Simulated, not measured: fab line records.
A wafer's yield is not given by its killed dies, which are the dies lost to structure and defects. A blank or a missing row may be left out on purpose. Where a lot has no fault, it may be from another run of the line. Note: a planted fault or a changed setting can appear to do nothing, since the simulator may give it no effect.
Chamber matching | flow sky130 | SKY_VIA4_CMP_02 on cmp-01 has 4 sister chambers
The step polishes SiO2. 14 wafers are shown with their chamber, then 7 later ones without.

## WAFERS, EACH WITH ITS CHAMBER
wafer  | chamber | motor-current-A (A) | edge-zone-pressure-frac
L204.1 | 3       | 11.5                | 1.003
L204.5 | 0       | 13.4                | 1.002
L204.6 | 3       | 12.2                | 0.994
L206.1 | 2       | 15.0                | 0.997
L206.4 | 0       | 13.4                | 1.000
L206.5 | 2       | 14.1                | 0.999
L207.1 | 3       | 11.4                | 0.995
L207.2 | 1       | 11.1                | 1.003
L207.4 | 2       | 14.2                | 0.997
L210.2 | 2       | 14.1                | 1.002
L210.3 | 1       | 10.7                | 0.998
L210.4 | 3       | 12.2                | 0.998
L216.1 | 3       | 12.3                | 0.995
L216.3 | 1       | 10.8                | 1.006

SIGNATURES, as means of the wafers listed above
reading                 | chamber 0 | chamber 1 | chamber 2 | chamber 3 | scatter within a chamber
motor-current-A         | 13.400    | 10.867    | 14.350    | 11.920    | 0.375
edge-zone-pressure-frac | 1.00100   | 1.00233   | 0.99875   | 0.99700   | 0.00325
Rule: distance of a wafer from a chamber = root of the sum over the readings of ((wafer's reading minus chamber's mean) / reading's scatter) squared. If the next closest chamber is less than 2 further off than the closest, the wafer can't be placed; otherwise it belongs to the closest. How the scatter is found: for the shown wafers, subtract from each reading the mean of its chamber, square and add these, divide the total by (wafers less chambers), then take the root.

## WAFERS MISSING THEIR CHAMBER
wafer  | motor-current-A (A) | edge-zone-pressure-frac
L216.4 | 14.1                | 0.999
L217.1 | 13.5                | 1.003
L217.3 | 10.7                | 0.992
L217.4 | 11.9                | 1.003
L226.2 | 13.3                | 0.995
L226.4 | 10.7                | 1.005
L226.5 | 13.7                | 0.996

## WHICH CHAMBER EACH WENT THROUGH
wafer  | from the rows above          | in truth
L216.4 | can't be placed: 2 or 0      | 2
L217.1 | can't be placed: 0 or 2      | 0
L217.3 | can't be placed: 1 or 3      | 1
L217.4 | can't be placed: 3 or 1      | 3
L226.2 | can't be placed: 0 or 2 or 3 | 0
L226.4 | 1                            | 1
L226.5 | can't be placed: 0 or 2      | 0
Placed correctly: 1 of 7. These rows do not allow placing 6 (true chamber among the candidates in 6). Wrongly placed: 0.
